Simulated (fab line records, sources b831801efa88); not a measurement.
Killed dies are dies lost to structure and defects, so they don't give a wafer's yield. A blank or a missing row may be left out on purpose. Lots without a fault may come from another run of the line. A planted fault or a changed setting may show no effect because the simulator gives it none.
fab line records | flow gf180mcu
record lots=5 wafers=15 last_day=34
route steps=602 shown NWELL@49 LVPWELL@54 MVSD@66 MVPSD@78 VT_IMPLANT@90
lots that met no fault: from a run of the same line without faults
start_h: hours from the record's first day to the start of the lot's first wafer shown | wait_h: hours since the lot's step before | " the same as in the row above | L1.1+2: a row that stands for several wafers | - no value, or no start given | * or withheld: withheld | < > ~ a bound
route shown NAME@n: a module of which the file shows steps, and the number in the route of the first | usual: mean/standard deviation of fault-free wafers | same: alike in all rows | chamber/n: place in a boat | sites: the reading at each site | _std_site: their standard deviation | _edge_site: outer sites' mean less inner sites' | radius_mm: how far each site lies from the wafer's centre | mask NAME#n: copy n | behind: the tool/chamber that last shaped the wafer | hold: why the lot was held/for how many hours/how that ended | device: the transistor (n, p or np) that didn't switch | end of line: the same wafers' tests at the end of the route | a step without rows: its recipe alone | killed: dies lost to structure and defects at the first sort, not the wafer's yield | map: a wafer's dies, x killed, . not, _ none there
set.NAME: the setting as run; set.NAME@STEP: as run at that earlier step | model.NAME: the simulator's own value behind a step, which no gauge read
lots at some steps of the route; a table a step, a row a wafer
services: from which hour (start_h, from the record's first day; less than 0 if before it) a tool's chamber was out of use, for how many hours, and why
## steps
# step GF_NWELL_OVL_MEAS_07
# usual NWELL_OVL=-0.5/1.5
# columns lot.wafer tool chamber start_h wait_h NWELL_OVL[nm]
L078.2 overlay-01 - 77.29 - 0.8
L078.4 " - " " 1.2
L078.5 " - " " -0.1
L081.1 overlay-02 - 92.28 - -1.4
L081.2 " - " " -1.9
L081.6 " - " " -2.3
L082.1 overlay-01 - 97.33 - 0.8
L082.3 " - " " 0.5
L082.6 " - " " -0.2
L084.1 overlay-01 - 110.38 - 0.0
L084.3 " - " " 0.2
L084.4 " - " " 0.2
L095.2 overlay-02 - 172.16 - -0.3
L095.4 " - " " 1.2
L095.5 " - " " 2.1
# step GF_NWELL_IMPLANT_08
# recipe species=P energy_kev=450 dose_cm2=1.5e+13 tilt_deg=0
# columns lot.wafer tool chamber start_h wait_h
L078.2+4+5 implanter-04 0 77.34 0.0
L081.1+2+6 implanter-04 0 92.32 0.0
L082.1+3+6 implanter-03 0 97.37 0.0
L084.1+3+4 implanter-03 0 110.42 0.0
L095.2+4+5 implanter-01 0 172.21 0.0
# step GF_NWELL_IMPLANT_09
# recipe species=P energy_kev=160 dose_cm2=4e+12 tilt_deg=0
# columns lot.wafer tool chamber start_h wait_h
L078.2+4+5 implanter-04 0 77.49 0.1
L081.1+2+6 implanter-04 0 92.47 0.1
L082.1+3+6 implanter-03 0 97.52 0.1
L084.1+3+4 implanter-03 0 110.57 0.1
L095.2+4+5 implanter-01 0 172.36 0.1
# step GF_NWELL_STRIP_10
# recipe chemistry=O2/N2 power_w=1400 pressure_mtorr=1500 platen_temp_c=250 o2_flow_sccm=3000 n2_flow_sccm=300 overash_fraction=0.5
# usual drypump_motor_current_A=5.9/0.58 heater_power_w=343/23 n2_flow_sccm=299.8/0.87 oes_product_au=0.723/0.0044 strip_time_to_endpoint_s=36.96/0.099
# columns lot.wafer tool chamber start_h wait_h drypump_motor_current_A heater_power_w n2_flow_sccm oes_product_au rf_hours_counter_h strip_time_to_endpoint_s
L078.2 plasma_asher-02 0 77.62 0.1 6.3 377 299.8 0.722 26 37.00
L078.4 " 0 " " 6.3 369 299.7 0.712 - 37.04
L078.5 " 1 " " 6.0 306 299.9 0.714 - 36.91
L081.1 plasma_asher-04 1 92.62 0.1 5.1 334 299.1 0.725 42 36.91
L081.2 " 0 " " 5.4 329 299.7 0.723 42 36.78
L081.6 " 0 " " 5.4 324 299.1 0.719 - 37.00
L082.1 plasma_asher-04 1 97.67 0.1 5.1 347 298.2 0.725 43 37.14
L082.3 " 1 " " 5.1 340 299.5 0.714 - 37.00
L082.6 " 0 " " 5.3 326 299.3 0.719 - 37.00
L084.1 plasma_asher-02 1 110.72 0.1 6.0 320 301.5 0.726 29 36.85
L084.3 " 0 " " 6.3 373 300.3 0.721 - 36.98
L084.4 " 1 " " 6.0 322 301.0 0.724 - 36.91
L095.2 plasma_asher-01 1 172.49 0.1 5.6 377 300.7 0.720 57 36.94
L095.4 " 1 " " 5.6 379 299.2 0.723 - 37.06
L095.5 " 1 " " 5.6 378 300.5 0.729 - 36.99
# step GF_NWELL_TW_MEAS_11
# usual NWELL_TW=1575/26
# columns lot.wafer tool chamber start_h wait_h NWELL_TW
L078.2 film_metro-02 - 77.73 0.1 1571
L078.4 " - " " 1574
L078.5 " - " " 1565
L081.1 film_metro-02 - 92.72 0.1 1572
L081.2 " - " " 1582
L081.6 " - " " 1569
L082.1 film_metro-04 - 97.77 0.1 1575
L082.3 " - " " 1574
L082.6 " - " " 1565
L084.1 film_metro-02 - 110.82 0.1 1572
L084.3 " - " " 1569
L084.4 " - " " 1571
L095.2 film_metro-03 - 172.60 0.1 1622
L095.4 " - " " 1618
L095.5 " - " " 1623
# step GF_LVPWELL_DEHYDRATE_00
# recipe temp_c=200 time_s=60
# columns lot.wafer tool chamber start_h wait_h
L078.2+4+5 litho_track-04 0 83.56 5.8
L081.1+2+6 litho_track-03 0 99.68 7.0
L082.1+3+6 litho_track-02 0 104.22 6.4
L084.1+3+4 litho_track-03 0 117.73 6.9
L095.2+4+5 litho_track-04 0 180.40 7.8
# step GF_LVPWELL_HMDS_01
# recipe prime_time_s=60 prime_temp_c=120
# columns lot.wafer tool chamber start_h wait_h
L078.2+4+5 litho_track-04 0 83.71 0.1
L081.1+2+6 litho_track-03 0 99.83 0.1
L082.1+3+6 litho_track-02 0 104.37 0.1
L084.1+3+4 litho_track-03 0 117.88 0.1
L095.2+4+5 litho_track-04 0 180.55 0.1
# step GF_LVPWELL_COAT_02
# recipe spin_rpm=1967 resist_thk_nm=3000
# usual dispense_pressure_kPa=51/6.4
# columns lot.wafer tool chamber start_h wait_h dispense_pressure_kPa
L078.2 litho_track-04 0 83.86 0.1 44
L078.4 " 0 " " 44
L078.5 " 0 " " 44
L081.1 litho_track-03 0 99.98 0.1 49
L081.2 " 0 " " 49
L081.6 " 0 " " 49
L082.1 litho_track-02 0 104.52 0.1 58
L082.3 " 0 " " 58
L082.6 " 0 " " 58
L084.1 litho_track-03 0 118.03 0.1 49
L084.3 " 0 " " 49
L084.4 " 0 " " 49
L095.2 litho_track-04 0 180.70 0.1 44
L095.4 " 0 " " 44
L095.5 " 0 " " 44
# step GF_LVPWELL_SOFTBAKE_03
# recipe temp_c=110 time_s=withheld
# columns lot.wafer tool chamber start_h wait_h
L078.2+4+5 litho_track-04 0 84.01 0.1
L081.1+2+6 litho_track-03 0 100.13 0.1
L082.1+3+6 litho_track-02 0 104.67 0.1
L084.1+3+4 litho_track-03 0 118.18 0.1
L095.2+4+5 litho_track-04 0 180.86 0.1
# step GF_LVPWELL_EXPOSE_04
# recipe mask_id=LVPWELL target_cd_nm=600 na=0.6 source_shape=conventional sigma_outer=0.6 dose_mj=260
# same sigma_outer=0.6
# columns lot.wafer tool chamber start_h wait_h mask
L078.2+4+5 iline_stepper-02 0 - - LVPWELL#0
L081.1+2+6 iline_stepper-01 0 - - LVPWELL#0
L082.1+3+6 iline_stepper-01 0 - - LVPWELL#0
L084.1+3+4 iline_stepper-01 0 - - LVPWELL#0
L095.2+4+5 iline_stepper-02 0 - - LVPWELL#0
# step GF_LVPWELL_PEB_05
# recipe temp_c=115 time_s=withheld
# columns lot.wafer tool chamber start_h wait_h
L078.2+4+5 litho_track-04 0 - -
L081.1+2+6 litho_track-02 0 - -
L082.1+3+6 litho_track-02 0 - -
L084.1+3+4 litho_track-04 0 - -
L095.2+4+5 litho_track-02 0 - -
# step GF_LVPWELL_DEVELOP_06
# recipe wall_angle_deg=90 develop_time_s=60 dev_temp_c=23
# same develop_time_s=60
# columns lot.wafer tool chamber start_h wait_h
L078.2+4+5 litho_track-04 0 - -
L081.1+2+6 litho_track-02 0 - -
L082.1+3+6 litho_track-02 0 - -
L084.1+3+4 litho_track-04 0 - -
L095.2+4+5 litho_track-02 0 - -
# step GF_LVPWELL_OVL_MEAS_07
# usual LVPWELL_OVL=-0.8/1.3
# columns lot.wafer tool chamber start_h wait_h LVPWELL_OVL[nm]
L078.2 overlay-01 - 90.19 - -1.8
L078.4 " - " " -0.7
L078.5 " - " " -2.0
L081.1 overlay-02 - 107.77 - 0.9
L081.2 " - " " -0.6
L081.6 " - " " 0.2
L082.1 overlay-01 - 112.37 - 0.0
L082.3 " - " " -2.0
L082.6 " - " " -0.9
L084.1 overlay-02 - 126.08 - -0.5
L084.3 " - " " -0.7
L084.4 " - " " -1.0
L095.2 overlay-02 - 189.38 - -1.7
L095.4 " - " " -1.1
L095.5 " - " " -1.3
# step GF_LVPWELL_IMPLANT_08
# recipe species=B energy_kev=170 dose_cm2=1.5e+13 tilt_deg=0
# columns lot.wafer tool chamber start_h wait_h
L078.2+4+5 implanter-04 0 90.24 0.0
L081.1+2+6 implanter-01 0 107.81 0.0
L082.1+3+6 implanter-02 0 112.41 0.0
L084.1+3+4 implanter-04 0 126.12 0.0
L095.2+4+5 implanter-04 0 189.43 0.0
# step GF_LVPWELL_IMPLANT_09
# recipe species=B energy_kev=60 dose_cm2=5e+12 tilt_deg=0
# columns lot.wafer tool chamber start_h wait_h
L078.2+4+5 implanter-04 0 90.39 0.1
L081.1+2+6 implanter-01 0 107.96 0.1
L082.1+3+6 implanter-02 0 112.56 0.1
L084.1+3+4 implanter-04 0 126.27 0.1
L095.2+4+5 implanter-04 0 189.58 0.1
# step GF_LVPWELL_STRIP_10
# recipe chemistry=O2/N2 power_w=1400 pressure_mtorr=1500 platen_temp_c=250 o2_flow_sccm=3000 n2_flow_sccm=300 overash_fraction=0.5
# usual drypump_motor_current_A=5.5/0.66 heater_power_w=330/28 n2_flow_sccm=300.0/0.9 oes_product_au=0.723/0.0041 strip_time_to_endpoint_s=37.22/0.1
# columns lot.wafer tool chamber start_h wait_h drypump_motor_current_A heater_power_w n2_flow_sccm oes_product_au rf_hours_counter_h strip_time_to_endpoint_s
L078.2 plasma_asher-03 1 90.52 0.1 5.0 302 301.7 0.722 42 37.07
L078.4 " 0 " " 4.9 292 303.1 0.725 - 37.20
L078.5 " 1 " " 5.0 305 301.3 0.722 - 37.28
L081.1 plasma_asher-03 1 108.11 0.1 5.0 300 300.1 0.721 44 37.32
L081.2 " 0 " " 4.9 288 301.3 0.722 44 37.32
L081.6 " 1 " " 4.9 305 299.9 0.728 - 37.33
L082.1 plasma_asher-01 1 112.71 0.1 5.6 385 299.4 0.721 50 37.25
L082.3 " 1 " " 5.6 366 299.3 0.725 - 37.16
L082.6 " 0 " " 6.8 325 299.9 0.728 - 37.15
L084.1 plasma_asher-04 1 126.42 0.1 5.1 340 299.1 0.720 1 37.28
L084.3 " 1 " " 5.1 336 300.6 0.719 - 37.23
L084.4 " 0 " " 5.3 341 299.7 0.724 - 37.24
L095.2 plasma_asher-01 1 189.71 0.1 5.5 372 299.8 0.728 58 37.18
L095.4 " 1 " " 5.6 382 299.6 0.726 - 37.26
L095.5 " 0 " " 6.8 321 300.8 0.728 - 37.16
# step GF_LVPWELL_TW_MEAS_11
# usual LVPWELL_TW=563/9.8
# columns lot.wafer tool chamber start_h wait_h LVPWELL_TW
L078.2 film_metro-02 - 90.63 0.1 557
L078.4 " - " " 557
L078.5 " - " " 560
L081.1 film_metro-04 - 108.21 0.1 557
L081.2 " - " " 554
L081.6 " - " " 553
L082.1 film_metro-03 - 112.81 0.1 575
L082.3 " - " " 575
L082.6 " - " " 573
L084.1 film_metro-02 - 126.52 0.1 554
L084.3 " - " " 557
L084.4 " - " " 558
L095.2 film_metro-02 - 189.82 0.1 558
L095.4 " - " " 562
L095.5 " - " " 559
# step GF_MVSD_DEHYDRATE_00
# recipe temp_c=200 time_s=60
# columns lot.wafer tool chamber start_h wait_h
L078.2+4+5 litho_track-02 0 97.20 6.6
L081.1+2+6 litho_track-03 0 114.83 6.6
L082.1+3+6 litho_track-03 0 119.03 6.2
L084.1+3+4 litho_track-03 0 133.63 7.1
L095.2+4+5 litho_track-02 0 198.00 8.2
# step GF_MVSD_HMDS_01
# recipe prime_time_s=60 prime_temp_c=120
# columns lot.wafer tool chamber start_h wait_h
L078.2+4+5 litho_track-02 0 97.35 0.1
L081.1+2+6 litho_track-03 0 114.98 0.1
L082.1+3+6 litho_track-03 0 119.18 0.1
L084.1+3+4 litho_track-03 0 133.78 0.1
L095.2+4+5 litho_track-02 0 198.15 0.1
# step GF_MVSD_COAT_02
# recipe spin_rpm=2000 resist_thk_nm=3000
# usual dispense_pressure_kPa=51/3.2
# columns lot.wafer tool chamber start_h wait_h dispense_pressure_kPa
L078.2 litho_track-02 0 97.50 0.1 58
L078.4 " 0 " " 58
L078.5 " 0 " " 58
L081.1 litho_track-03 0 115.13 0.1 49
L081.2 " 0 " " 49
L081.6 " 0 " " 49
L082.1 litho_track-03 0 119.33 0.1 49
L082.3 " 0 " " 49
L082.6 " 0 " " 49
L084.1 litho_track-03 0 133.93 0.1 49
L084.3 " 0 " " 50
L084.4 " 0 " " 49
L095.2 litho_track-02 0 198.30 0.1 58
L095.4 " 0 " " 58
L095.5 " 0 " " 58
# step GF_MVSD_SOFTBAKE_03
# recipe temp_c=110 time_s=withheld
# columns lot.wafer tool chamber start_h wait_h
L078.2+4+5 litho_track-02 0 97.66 0.1
L081.1+2+6 litho_track-03 0 115.28 0.1
L082.1+3+6 litho_track-03 0 119.48 0.1
L084.1+3+4 litho_track-03 0 134.08 0.1
L095.2+4+5 litho_track-02 0 198.45 0.1
# step GF_MVSD_EXPOSE_04
# recipe mask_id=MVSD target_cd_nm=1000 na=0.6 source_shape=conventional sigma_outer=0.6 dose_mj=260
# same sigma_outer=0.6
# columns lot.wafer tool chamber start_h wait_h mask
L078.2+4+5 iline_stepper-01 0 - - MVSD#0
L081.1+2+6 iline_stepper-02 0 - - MVSD#0
L082.1+3+6 iline_stepper-02 0 - - MVSD#0
L084.1+3+4 iline_stepper-01 0 - - MVSD#0
L095.2+4+5 iline_stepper-02 0 - - MVSD#0
# step GF_MVSD_PEB_05
# recipe temp_c=115 time_s=withheld
# columns lot.wafer tool chamber start_h wait_h
L078.2+4+5 litho_track-03 0 - -
L081.1+2+6 litho_track-03 0 - -
L082.1+3+6 litho_track-02 0 - -
L084.1+3+4 litho_track-03 0 - -
L095.2+4+5 litho_track-02 0 - -
# step GF_MVSD_DEVELOP_06
# recipe wall_angle_deg=90 develop_time_s=60 dev_temp_c=23
# same develop_time_s=60
# columns lot.wafer tool chamber start_h wait_h
L078.2+4+5 litho_track-03 0 - -
L081.1+2+6 litho_track-03 0 - -
L082.1+3+6 litho_track-02 0 - -
L084.1+3+4 litho_track-03 0 - -
L095.2+4+5 litho_track-02 0 - -
# step GF_MVSD_OVL_MEAS_07
# usual MVSD_OVL=-1.0/1.3
# columns lot.wafer tool chamber start_h wait_h MVSD_OVL[nm]
L078.2 overlay-01 - 104.64 - 0.2
L078.4 " - " " -0.7
L078.5 " - " " -0.3
L081.1 overlay-01 - 122.08 - -3.4
L081.2 " - " " -2.8
L081.6 " - " " -1.8
L082.1 overlay-01 - 127.02 - -0.4
L082.3 " - " " -0.1
L082.6 " - " " -1.4
L084.1 overlay-02 - 142.78 - -1.3
L084.3 " - " " 0.2
L084.4 " - " " -1.3
L095.2 overlay-02 - 206.78 - 0.1
L095.4 " - " " 0.3
L095.5 " - " " 0.8
# step GF_MVSD_IMPLANT_08
# recipe species=P energy_kev=400 dose_cm2=1.6e+13 tilt_deg=0
# columns lot.wafer tool chamber start_h wait_h
L078.2+4+5 implanter-03 0 104.69 0.0
L081.1+2+6 implanter-04 0 122.11 0.0
L082.1+3+6 implanter-04 0 127.06 0.0
L084.1+3+4 implanter-02 0 142.81 0.0
L095.2+4+5 implanter-03 0 206.83 0.0
# step GF_MVSD_IMPLANT_09
# recipe species=P energy_kev=100 dose_cm2=5e+12 tilt_deg=0
# columns lot.wafer tool chamber start_h wait_h
L078.2+4+5 implanter-03 0 104.84 0.1
L081.1+2+6 implanter-04 0 122.26 0.1
L082.1+3+6 implanter-04 0 127.21 0.1
L084.1+3+4 implanter-02 0 142.96 0.1
L095.2+4+5 implanter-03 0 206.98 0.1
# step GF_MVSD_STRIP_10
# recipe chemistry=O2/N2 power_w=1400 pressure_mtorr=1500 platen_temp_c=250 o2_flow_sccm=3000 n2_flow_sccm=300 overash_fraction=0.5
# usual drypump_motor_current_A=5.4/0.48 heater_power_w=328/26 n2_flow_sccm=300.0/0.9 oes_product_au=0.722/0.0047 strip_time_to_endpoint_s=36.98/0.12
# columns lot.wafer tool chamber start_h wait_h drypump_motor_current_A heater_power_w n2_flow_sccm oes_product_au rf_hours_counter_h strip_time_to_endpoint_s
L078.2 plasma_asher-02 1 104.97 0.1 6.0 315 299.3 0.727 29 36.98
L078.4 " 1 " " 6.0 311 299.0 0.718 - 37.00
L078.5 " 0 " " 6.3 374 298.9 0.725 - 36.96
L081.1 plasma_asher-04 1 122.41 0.1 5.1 342 300.5 0.728 0 37.16
L081.2 " 0 " " 5.4 340 298.9 0.722 0 37.10
L081.6 " 0 " " 5.4 337 300.4 0.727 - 37.10
L082.1 plasma_asher-04 1 127.36 0.1 5.1 333 298.0 0.722 1 37.12
L082.3 " 0 " " 5.3 343 301.3 0.722 - 37.20
L082.6 " 1 " " 5.1 331 298.3 0.722 - 37.17
L084.1 plasma_asher-02 1 143.11 0.1 6.0 318 299.8 0.718 33 36.92
L084.3 " 0 " " 6.3 379 298.6 0.728 - 36.86
L084.4 " 1 " " 6.0 314 300.2 0.724 - 36.90
L095.2 plasma_asher-04 0 207.11 0.1 5.3 335 297.8 0.717 9 37.15
L095.4 " 1 " " 5.2 338 300.4 0.719 - 37.04
L095.5 " 1 " " 5.1 341 299.9 0.727 - 37.07
# step GF_MVSD_TW_MEAS_11
# usual MVSD_TW=1590/27
# columns lot.wafer tool chamber start_h wait_h MVSD_TW
L078.2 film_metro-02 - 105.08 0.1 1579
L078.4 " - " " 1570
L078.5 " - " " 1579
L081.1 film_metro-02 - 122.51 0.1 1565
L081.2 " - " " 1557
L081.6 " - " " 1558
L082.1 film_metro-03 - 127.46 0.1 1619
L082.3 " - " " 1621
L082.6 " - " " 1623
L084.1 film_metro-04 - 143.21 0.1 1569
L084.3 " - " " 1569
L084.4 " - " " 1562
L095.2 film_metro-03 - 207.22 0.1 1629
L095.4 " - " " 1621
L095.5 " - " " 1630
# step GF_MVPSD_DEHYDRATE_00
# recipe temp_c=200 time_s=60
# columns lot.wafer tool chamber start_h wait_h
L078.2+4+5 litho_track-04 0 112.31 7.2
L081.1+2+6 litho_track-03 0 129.98 7.5
L082.1+3+6 litho_track-01 0 134.80 7.3
L084.1+3+4 litho_track-04 0 150.13 6.9
L095.2+4+5 litho_track-03 0 214.95 7.7
# step GF_MVPSD_HMDS_01
# recipe prime_time_s=60 prime_temp_c=120
# columns lot.wafer tool chamber start_h wait_h
L078.2+4+5 litho_track-04 0 112.46 0.1
L081.1+2+6 litho_track-03 0 130.13 0.1
L082.1+3+6 litho_track-01 0 134.95 0.1
L084.1+3+4 litho_track-04 0 150.28 0.1
L095.2+4+5 litho_track-03 0 215.10 0.1
# step GF_MVPSD_COAT_02
# recipe spin_rpm=2000 resist_thk_nm=2983
# usual dispense_pressure_kPa=48.3/2.5
# columns lot.wafer tool chamber start_h wait_h dispense_pressure_kPa
L078.2 litho_track-04 0 112.61 0.1 44.1
L078.4 " 0 " " 44.1
L078.5 " 0 " " 44.1
L081.1 litho_track-03 0 130.28 0.1 49.4
L081.2 " 0 " " 49.5
L081.6 " 0 " " 49.5
L082.1 litho_track-01 0 135.10 0.1 50.4
L082.3 " 0 " " 50.4
L082.6 " 0 " " 50.4
L084.1 litho_track-04 0 150.43 0.1 44.1
L084.3 " 0 " " 44.0
L084.4 " 0 " " 44.1
L095.2 litho_track-03 0 215.25 0.1 49.5
L095.4 " 0 " " 49.4
L095.5 " 0 " " 49.5
# step GF_MVPSD_SOFTBAKE_03
# recipe temp_c=110 time_s=withheld
# columns lot.wafer tool chamber start_h wait_h
L078.2+4+5 litho_track-04 0 112.76 0.1
L081.1+2+6 litho_track-03 0 130.43 0.1
L082.1+3+6 litho_track-01 0 135.25 0.1
L084.1+3+4 litho_track-04 0 150.58 0.1
L095.2+4+5 litho_track-03 0 215.41 0.1
# step GF_MVPSD_EXPOSE_04
# recipe mask_id=MVPSD target_cd_nm=1000 na=0.6 source_shape=conventional sigma_outer=0.6 dose_mj=260
# same sigma_outer=0.6
# columns lot.wafer tool chamber start_h wait_h mask
L078.2+4+5 iline_stepper-01 0 - - MVPSD#0
L081.1+2+6 iline_stepper-01 0 - - MVPSD#0
L082.1+3+6 iline_stepper-01 0 - - MVPSD#0
L084.1+3+4 iline_stepper-01 0 - - MVPSD#0
L095.2+4+5 iline_stepper-02 0 - - MVPSD#0
# step GF_MVPSD_PEB_05
# recipe temp_c=115 time_s=withheld
# columns lot.wafer tool chamber start_h wait_h
L078.2+4+5 litho_track-04 0 - -
L081.1+2+6 litho_track-04 0 - -
L082.1+3+6 litho_track-03 0 - -
L084.1+3+4 litho_track-01 0 - -
L095.2+4+5 litho_track-01 0 - -
# step GF_MVPSD_DEVELOP_06
# recipe wall_angle_deg=90 develop_time_s=60 dev_temp_c=23
# same develop_time_s=60
# columns lot.wafer tool chamber start_h wait_h
L078.2+4+5 litho_track-04 0 - -
L081.1+2+6 litho_track-04 0 - -
L082.1+3+6 litho_track-03 0 - -
L084.1+3+4 litho_track-01 0 - -
L095.2+4+5 litho_track-01 0 - -
# step GF_MVPSD_OVL_MEAS_07
# usual MVPSD_OVL=-0.2/1.3
# columns lot.wafer tool chamber start_h wait_h MVPSD_OVL[nm]
L078.2 overlay-01 - 119.74 - 0.1
L078.4 " - " " -1.9
L078.5 " - " " -1.7
L081.1 overlay-01 - 138.08 - -2.0
L081.2 " - " " 0.1
L081.6 " - " " -2.5
L082.1 overlay-01 - 143.13 - -0.1
L082.3 " - " " -0.9
L082.6 " - " " -0.6
L084.1 overlay-01 - 158.50 - 0.5
L084.3 " - " " 0.9
L084.4 " - " " -0.6
L095.2 overlay-02 - 224.15 - -2.1
L095.4 " - " " -3.4
L095.5 " - " " -1.4
# step GF_MVPSD_IMPLANT_08
# recipe species=B energy_kev=170 dose_cm2=1.5e+13 tilt_deg=0
# columns lot.wafer tool chamber start_h wait_h
L078.2+4+5 implanter-01 0 119.79 0.0
L081.1+2+6 implanter-02 0 138.12 0.0
L082.1+3+6 implanter-01 0 143.16 0.0
L084.1+3+4 implanter-02 0 158.54 0.0
L095.2+4+5 implanter-02 0 224.21 0.0
# step GF_MVPSD_IMPLANT_09
# recipe species=B energy_kev=40 dose_cm2=5e+12 tilt_deg=0
# columns lot.wafer tool chamber start_h wait_h
L078.2+4+5 implanter-01 0 119.94 0.1
L081.1+2+6 implanter-02 0 138.27 0.1
L082.1+3+6 implanter-01 0 143.31 0.1
L084.1+3+4 implanter-02 0 158.69 0.1
L095.2+4+5 implanter-02 0 224.36 0.1
# step GF_MVPSD_STRIP_10
# recipe chemistry=O2/N2 power_w=1400 pressure_mtorr=1479 platen_temp_c=250 o2_flow_sccm=3000 n2_flow_sccm=300 overash_fraction=0.5
# usual drypump_motor_current_A=5.5/0.66 heater_power_w=321/31 n2_flow_sccm=299.8/0.94 oes_product_au=0.720/0.0046 strip_time_to_endpoint_s=36.92/0.095
# columns lot.wafer tool chamber start_h wait_h drypump_motor_current_A heater_power_w n2_flow_sccm oes_product_au rf_hours_counter_h strip_time_to_endpoint_s
L078.2 plasma_asher-03 1 120.07 0.1 5.0 301 298.7 0.720 45 36.93
L078.4 " 0 " " 4.9 292 301.2 0.720 - 36.96
L078.5 " 0 " " 4.9 295 299.7 0.717 - 36.93
L081.1 plasma_asher-03 1 138.42 0.1 5.0 305 299.7 0.727 47 36.84
L081.2 " 0 " " 4.9 293 300.4 0.718 47 36.91
L081.6 " 0 " " 4.9 293 300.3 0.721 - 36.87
L082.1 plasma_asher-01 0 143.46 0.1 6.8 325 299.6 0.718 53 36.94
L082.3 " 0 " " 6.8 329 300.5 0.718 - 36.98
L082.6 " 1 " " 5.6 379 299.3 0.717 - 36.92
L084.1 plasma_asher-03 0 158.84 0.1 4.9 294 301.0 0.719 48 37.03
L084.3 " 0 " " 4.9 285 300.6 0.717 - 36.90
L084.4 " 1 " " 4.9 311 299.9 0.728 - 36.97
L095.2 plasma_asher-02 0 224.48 0.1 6.3 371 299.3 0.721 42 36.97
L095.4 " 0 " " 6.3 372 299.1 0.725 - 36.96
L095.5 " 1 " " 6.0 317 300.9 0.719 - 37.04
# step GF_MVPSD_TW_MEAS_11
# usual MVPSD_TW=554/8.5
# columns lot.wafer tool chamber start_h wait_h MVPSD_TW
L078.2 film_metro-04 - 120.18 0.1 543
L078.4 " - " " 545
L078.5 " - " " 546
L081.1 film_metro-04 - 138.52 0.1 545
L081.2 " - " " 547
L081.6 " - " " 546
L082.1 film_metro-02 - 143.56 0.1 552
L082.3 " - " " 547
L082.6 " - " " 553
L084.1 film_metro-02 - 158.94 0.1 551
L084.3 " - " " 553
L084.4 " - " " 554
L095.2 film_metro-04 - 224.59 0.1 550
L095.4 " - " " 547
L095.5 " - " " 552
# step GF_VT_IMPLANT_DEHYDRATE_00
# recipe temp_c=200 time_s=60
# columns lot.wafer tool chamber start_h wait_h
L078.2+4+5 litho_track-01 0 127.22 7.0
L081.1+2+6 litho_track-02 0 145.72 7.2
L082.1+3+6 litho_track-04 0 150.78 7.2
L084.1+3+4 litho_track-01 0 166.50 7.6
L095.2+4+5 litho_track-01 0 232.72 8.1
# step GF_VT_IMPLANT_HMDS_01
# recipe prime_time_s=60 prime_temp_c=120
# columns lot.wafer tool chamber start_h wait_h
L078.2+4+5 litho_track-01 0 127.37 0.1
L081.1+2+6 litho_track-02 0 145.87 0.1
L082.1+3+6 litho_track-04 0 150.93 0.1
L084.1+3+4 litho_track-01 0 166.65 0.1
L095.2+4+5 litho_track-01 0 232.87 0.1
# step GF_VT_IMPLANT_COAT_02
# recipe resist=NOVOLAK spin_rpm=3000 resist_thk_nm=1000
# usual dispense_pressure_kPa=51/5.8
# columns lot.wafer tool chamber start_h wait_h dispense_pressure_kPa
L078.2 litho_track-01 0 127.52 0.1 50
L078.4 " 0 " " 50
L078.5 " 0 " " 50
L081.1 litho_track-02 0 146.02 0.1 58
L081.2 " 0 " " 58
L081.6 " 0 " " 58
L082.1 litho_track-04 0 151.08 0.1 44
L082.3 " 0 " " 44
L082.6 " 0 " " 44
L084.1 litho_track-01 0 166.80 0.1 50
L084.3 " 0 " " 50
L084.4 " 0 " " 50
L095.2 litho_track-01 0 233.02 0.1 50
L095.4 " 0 " " 50
L095.5 " 0 " " 50
# step GF_VT_IMPLANT_SOFTBAKE_03
# recipe temp_c=90 time_s=60 resist=NOVOLAK
# columns lot.wafer tool chamber start_h wait_h
L078.2+4+5 litho_track-01 0 127.67 0.1
L081.1+2+6 litho_track-02 0 146.17 0.1
L082.1+3+6 litho_track-04 0 151.23 0.1
L084.1+3+4 litho_track-01 0 166.95 0.1
L095.2+4+5 litho_track-01 0 233.17 0.1
# step GF_VT_IMPLANT_EXPOSE_04
# recipe mask_id=LVPWELL_LV_AREA target_cd_nm=600 na=0.6 source_shape=conventional sigma_outer=0.6 dose_mj=140
# same sigma_outer=0.6
# columns lot.wafer tool chamber start_h wait_h mask
L078.2+4+5 iline_stepper-02 0 - - LVPWELL_LV_AREA#0
L081.1+2+6 iline_stepper-01 0 - - LVPWELL_LV_AREA#0
L082.1+3+6 iline_stepper-02 0 - - LVPWELL_LV_AREA#0
L084.1+3+4 iline_stepper-01 0 - - LVPWELL_LV_AREA#0
L095.2+4+5 iline_stepper-02 0 - - LVPWELL_LV_AREA#0
# step GF_VT_IMPLANT_PEB_05
# recipe temp_c=withheld time_s=* resist=NOVOLAK
# columns lot.wafer tool chamber start_h wait_h
L078.2+4+5 litho_track-01 0 - -
L081.1+2+6 litho_track-04 0 - -
L082.1+3+6 litho_track-02 0 - -
L084.1+3+4 litho_track-04 0 - -
L095.2+4+5 litho_track-02 0 - -
# step GF_VT_IMPLANT_DEVELOP_06
# recipe develop_time_s=60 dev_temp_c=23
# same develop_time_s=60
# columns lot.wafer tool chamber start_h wait_h
L078.2+4+5 litho_track-01 0 135.62 0.1
L081.1+2+6 litho_track-04 0 153.78 0.1
L082.1+3+6 litho_track-02 0 158.92 0.1
L084.1+3+4 litho_track-04 0 174.43 0.1
L095.2+4+5 litho_track-02 0 242.15 0.1
## services
# columns tool chamber start_h hours kind
implanter-03 - 54.39 40.3 repair
plasma_asher-02 - 57.89 3.7 repair
plasma_asher-04 - 58.58 3.7 repair
implanter-03 - 60.09 1.0 repair
implanter-04 - 67.94 1.7 repair
iline_stepper-02 - 69.50 4.0 repair
implanter-01 - 86.99 4.2 pm
implanter-01 - 91.76 0.7 repair
plasma_asher-02 - 93.51 4.6 repair
implanter-01 - 99.31 6.3 repair
implanter-02 - 107.06 1.1 repair
plasma_asher-04 - 108.75 9.0 pm
iline_stepper-01 - 114.19 1.7 pm
implanter-04 - 114.20 3.0 pm
plasma_asher-03 - 125.24 3.3 repair
iline_stepper-02 - 134.23 1.7 pm
implanter-01 - 164.34 2.6 repair
implanter-03 - 192.35 4.0 pm
implanter-04 - 203.72 5.1 repair
implanter-04 - 205.59 2.3 repair
iline_stepper-01 - 215.01 4.2 repair
implanter-02 - 218.74 5.4 repair
implanter-02 - 224.67 3.9 pm
implanter-01 - 239.09 5.7 pm
## key
fault none
